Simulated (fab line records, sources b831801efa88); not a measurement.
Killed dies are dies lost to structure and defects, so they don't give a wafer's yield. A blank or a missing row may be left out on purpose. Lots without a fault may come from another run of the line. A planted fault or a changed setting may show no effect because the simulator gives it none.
A struck lot beside a sound one | flow gf180mcu | 14 steps out of a route of 602
Sound: wafers L181.3, L181.5, L181.6. Struck: wafers L184.1, L184.2, L184.5. The cause comes at the end.
At each step with rows: each side's tool, then ch and its chambers, then its first start. Under that, the readings that differ: sound wafers | struck wafers | difference of the means | sigmas: that difference in standard deviations of wafers without a fault.
alike: readings whose means differ by less than 2 such deviations, and words and numbers that are the same on both sides. not compared: withheld readings, readings that some wafer has no value for, bounds like >300 that may hide the same value, and numbers for which the record gives no deviation and whose values overlap.
The two part at a step that has a row with sigmas, a row that says differs or no value, or rows on one side only. Numbers that don't overlap but have no deviation are shown without sigmas and don't part them. A reading that every wafer of one side lacks parts them only if that side has two wafers or more.

GF_SAB_THK_MEAS_01:
  sound on film_metro-01, day 14 17:08; struck on film_metro-01, day 15 18:07
  alike: SAB_CVD_00_THK
then, 7 steps without rows for these wafers: GF_SAB_DEHYDRATE_02 (time 60 s); GF_SAB_HMDS_03 (prime time 60 s); GF_SAB_COAT_04 (resist thk 1000 nm); GF_SAB_SOFTBAKE_05 (time 60 s); GF_SAB_EXPOSE_06 (exposes mask SAB, target cd 420 nm); GF_SAB_PEB_07; GF_SAB_DEVELOP_08 (develop time 60 s).
GF_SAB_CD_MEAS_09: target cd 420 nm.
  sound on cd_sem-01, day 15 13:50; struck on cd_sem-01, day 16 16:33
  alike: cd_nm
GF_SAB_OVL_MEAS_10:
  sound on overlay-01, day 15 13:56; struck on overlay-01, day 16 16:40
  alike: SAB_OVL
GF_SAB_ETCH_11: etches SiO2 in C4F8/O2/Ar, target depth 55 nm, time 8.5 s.
  sound on rie_diel-02 ch 0,1, day 15 13:58; struck on rie_diel-02 ch 2,3, day 16 16:43
  alike: oes_product_au
  not compared: rf_hours_counter_h
then, 1 step without rows for these wafers: GF_SAB_WET_ETCH_12 (etches SiO2 in dHF, target depth 22 nm, time 440 s).
GF_SAB_STRIP_13: strips in O2/N2.
  sound on plasma_asher-03 ch 0,1, day 15 14:10; struck on plasma_asher-03 ch 0,1, day 16 16:52
  no value came back on the struck wafers for any of 5 readings (chamber_pressure_mTorr (mTorr), drypump_motor_current_A (A) and others); on the sound wafers chamber_pressure_mTorr (mTorr) reads 1501.8 1500.7 1499.0
  reading                                  | sound | struck          | difference | sigmas
  model.NOVOLAK_of_SAB_COAT_04.thk_nm (nm) | 0 0 0 | 985.9 983 985.6 | +984.8     |
  not compared: rf_hours_counter_h
-- the record jumps here: 14 days lie between the struck wafers' starts before and after (it left off in module SAB and takes up again in module PASSIVATION, whose first step shown is number 602 of the route) --
GF_PASSIVATION_PROBE_99:
  the record has rows for the struck wafers here (prober-01, day 30 12:05) and none for the sound ones

WHERE THEY PART
First at GF_SAB_STRIP_13; last, within this record, at GF_PASSIVATION_PROBE_99.

WHY: what the simulator had put in
Skipped step whole: plasma_asher-03, from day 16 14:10 on, at GF_SAB_STRIP_13. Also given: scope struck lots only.
